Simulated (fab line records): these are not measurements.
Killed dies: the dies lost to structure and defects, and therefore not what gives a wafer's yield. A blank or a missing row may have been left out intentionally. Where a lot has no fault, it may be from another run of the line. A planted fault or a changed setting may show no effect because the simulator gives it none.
Commonality check across tools + flow sky130 + Sampled: 12 lots, 36 wafers

== REASON IT WAS OPENED ==
SKY_SONOS_ONO_THK_MEAS_01, reading SONOS_ONO_OXIDATION_THK: flagged on 2 of 12 lots. Fault-free wafers read 2.59 nm, with a standard deviation of 0.061.
Rule: a lot is flagged when every wafer of it that has a number lies more than 4 standard deviations from that mean, or none has a number. As for the other lots, they are considered sound.

| lot  | measured     | on            | SONOS_ONO_OXIDATION_THK (nm), wafer by wafer | flag    |
|------|--------------|---------------|----------------------------------------------|---------|
| L460 | day 11 19:19 | film-metro-01 | 2.50 2.55 2.58                               |         |
| L461 | day 12 03:53 | film-metro-02 | 2.59 2.61 2.58                               |         |
| L468 | day 14 14:40 | film-metro-01 | 3.00 3.04 2.99                               | FLAGGED |
| L469 | day 14 17:49 | film-metro-02 | 3.00 2.97 2.94                               | FLAGGED |
| L473 | day 16 02:39 | film-metro-02 | 2.58 2.64 2.54                               |         |
| L475 | day 16 16:01 | film-metro-04 | 2.58 2.58 2.57                               |         |
| L478 | day 17 15:29 | film-metro-04 | 2.60 2.54 2.65                               |         |
| L479 | day 18 06:04 | film-metro-02 | 2.53 2.51 2.59                               |         |
| L480 | day 18 09:59 | film-metro-04 | 2.51 2.50 2.56                               |         |
| L481 | day 18 22:49 | film-metro-02 | 2.77 2.70 2.62                               |         |
| L482 | day 19 08:07 | film-metro-01 | 2.66 2.72 2.61                               |         |
| L483 | day 19 12:29 | film-metro-04 | 2.67 2.73 2.70                               |         |
The numbers of the flagged lots are 2.99 nm on average: +0.40 nm against the usual, or +7 standard deviations.

== LOT BY LOT: THE TOOL USED ==
3 process steps preceding the reading are held in the record, out of 708 steps in the route. Each cell gives the tool, then ch followed by the chambers the sampled wafers passed through, then the start.
| lot  | flag    | SKY_VT_ADJUST_NCORE_STRIP_10         | SKY_VT_ADJUST_HVTR_STRIP_10          | SKY_SONOS_ONO_OXIDATION_00    |
|------|---------|--------------------------------------|--------------------------------------|-------------------------------|
| L460 |         | plasma-asher-04 ch 0,1, day 8 16:14  | plasma-asher-03 ch 0,1, day 9 14:15  | furnace-02 ch 0, day 11 17:58 |
| L461 |         | plasma-asher-04 ch 0,1, day 9 02:26  | plasma-asher-01 ch 0,1, day 10 00:41 | furnace-02 ch 0, day 12 02:32 |
| L468 | FLAGGED | plasma-asher-02 ch 0,1, day 11 08:37 | plasma-asher-01 ch 0,1, day 12 08:41 | furnace-02 ch 0, day 14 13:19 |
| L469 | FLAGGED | plasma-asher-02 ch 0,1, day 11 11:04 | plasma-asher-01 ch 0,1, day 12 11:48 | furnace-02 ch 0, day 14 16:28 |
| L473 |         | plasma-asher-02 ch 1, day 12 16:53   | plasma-asher-01 ch 1, day 13 17:51   | furnace-01 ch 0, day 16 01:18 |
| L475 |         | plasma-asher-03 ch 0,1, day 13 05:23 | plasma-asher-03 ch 0, day 14 07:18   | furnace-01 ch 0, day 16 14:40 |
| L478 |         | plasma-asher-03 ch 0,1, day 14 01:22 | plasma-asher-01 ch 0,1, day 15 05:03 | furnace-02 ch 0, day 17 14:07 |
| L479 |         | plasma-asher-03 ch 0,1, day 14 13:37 | plasma-asher-02 ch 0,1, day 15 16:52 | furnace-01 ch 0, day 18 04:42 |
| L480 |         | plasma-asher-04 ch 0,1, day 14 17:40 | plasma-asher-01 ch 0,1, day 15 20:49 | furnace-02 ch 0, day 18 08:38 |
| L481 |         | plasma-asher-04 ch 0,1, day 15 05:38 | plasma-asher-03 ch 0,1, day 16 09:10 | furnace-02 ch 0, day 18 21:29 |
| L482 |         | plasma-asher-03 ch 0,1, day 15 12:51 | plasma-asher-02 ch 0,1, day 16 16:13 | furnace-02 ch 0, day 19 06:46 |
| L483 |         | plasma-asher-04 ch 0,1, day 15 19:14 | plasma-asher-02 ch 0,1, day 16 22:40 | furnace-02 ch 0, day 19 11:08 |
These steps, and what they do:
- SKY_VT_ADJUST_NCORE_STRIP_10: strips in O2/N2.
- SKY_VT_ADJUST_HVTR_STRIP_10: strips in O2/N2.
- SKY_SONOS_ONO_OXIDATION_00: stabilise 600 s, purge 300 s, target thk 2.6 nm.
- SKY_SONOS_ONO_THK_MEAS_01

== FLAGGED OVER TOTAL, TOOL BY TOOL (the gauges that took the reading come last) ==
| step                         | tool            | lots run | flagged | share of the flagged lots | sound lots run after its first flagged lot |
|------------------------------|-----------------|----------|---------|---------------------------|--------------------------------------------|
| SKY_VT_ADJUST_NCORE_STRIP_10 | plasma-asher-02 | 3        | 2       | all                       | 1 (L473)                                   |
| SKY_VT_ADJUST_NCORE_STRIP_10 | plasma-asher-03 | 4        | 0       | none                      | -                                          |
| SKY_VT_ADJUST_NCORE_STRIP_10 | plasma-asher-04 | 5        | 0       | none                      | -                                          |
| SKY_VT_ADJUST_HVTR_STRIP_10  | plasma-asher-01 | 6        | 2       | all                       | 3 (L473,L478,L480)                         |
| SKY_VT_ADJUST_HVTR_STRIP_10  | plasma-asher-02 | 3        | 0       | none                      | -                                          |
| SKY_VT_ADJUST_HVTR_STRIP_10  | plasma-asher-03 | 3        | 0       | none                      | -                                          |
| SKY_SONOS_ONO_OXIDATION_00   | furnace-01      | 3        | 0       | none                      | -                                          |
| SKY_SONOS_ONO_OXIDATION_00   | furnace-02      | 9        | 2       | all                       | 5 (L478,L480,L481,L482,L483)               |
| SKY_SONOS_ONO_THK_MEAS_01    | film-metro-01   | 3        | 1       | some                      | 1 (L482)                                   |
| SKY_SONOS_ONO_THK_MEAS_01    | film-metro-02   | 5        | 1       | some                      | 3 (L473,L479,L481)                         |
| SKY_SONOS_ONO_THK_MEAS_01    | film-metro-04   | 4        | 0       | none                      | -                                          |

== THE TABLE: WHAT IT ALLOWS ==
Every flagged lot was run by 3 rows of the table: plasma-asher-02 at SKY_VT_ADJUST_NCORE_STRIP_10, plasma-asher-01 at SKY_VT_ADJUST_HVTR_STRIP_10 and furnace-02 at SKY_SONOS_ONO_OXIDATION_00.
- plasma-asher-02 at SKY_VT_ADJUST_NCORE_STRIP_10: 2 of its 3 lots flagged. Sound lots ran on it after the first flagged one (L473), which a lasting fault on the whole tool wouldn't allow.
- plasma-asher-01 at SKY_VT_ADJUST_HVTR_STRIP_10: 2 of its 6 lots flagged. Sound lots ran on it after the first flagged one (L473, L478, L480), which a lasting fault on the whole tool wouldn't allow.
- furnace-02 at SKY_SONOS_ONO_OXIDATION_00: 2 of its 9 lots flagged. Sound lots ran on it after the first flagged one (L478, L480, L481, L482, L483), which a lasting fault on the whole tool wouldn't allow.
No row of the table ran every flagged lot and no sound lot after the first.

== WHAT THE SIMULATOR PUT IN ==
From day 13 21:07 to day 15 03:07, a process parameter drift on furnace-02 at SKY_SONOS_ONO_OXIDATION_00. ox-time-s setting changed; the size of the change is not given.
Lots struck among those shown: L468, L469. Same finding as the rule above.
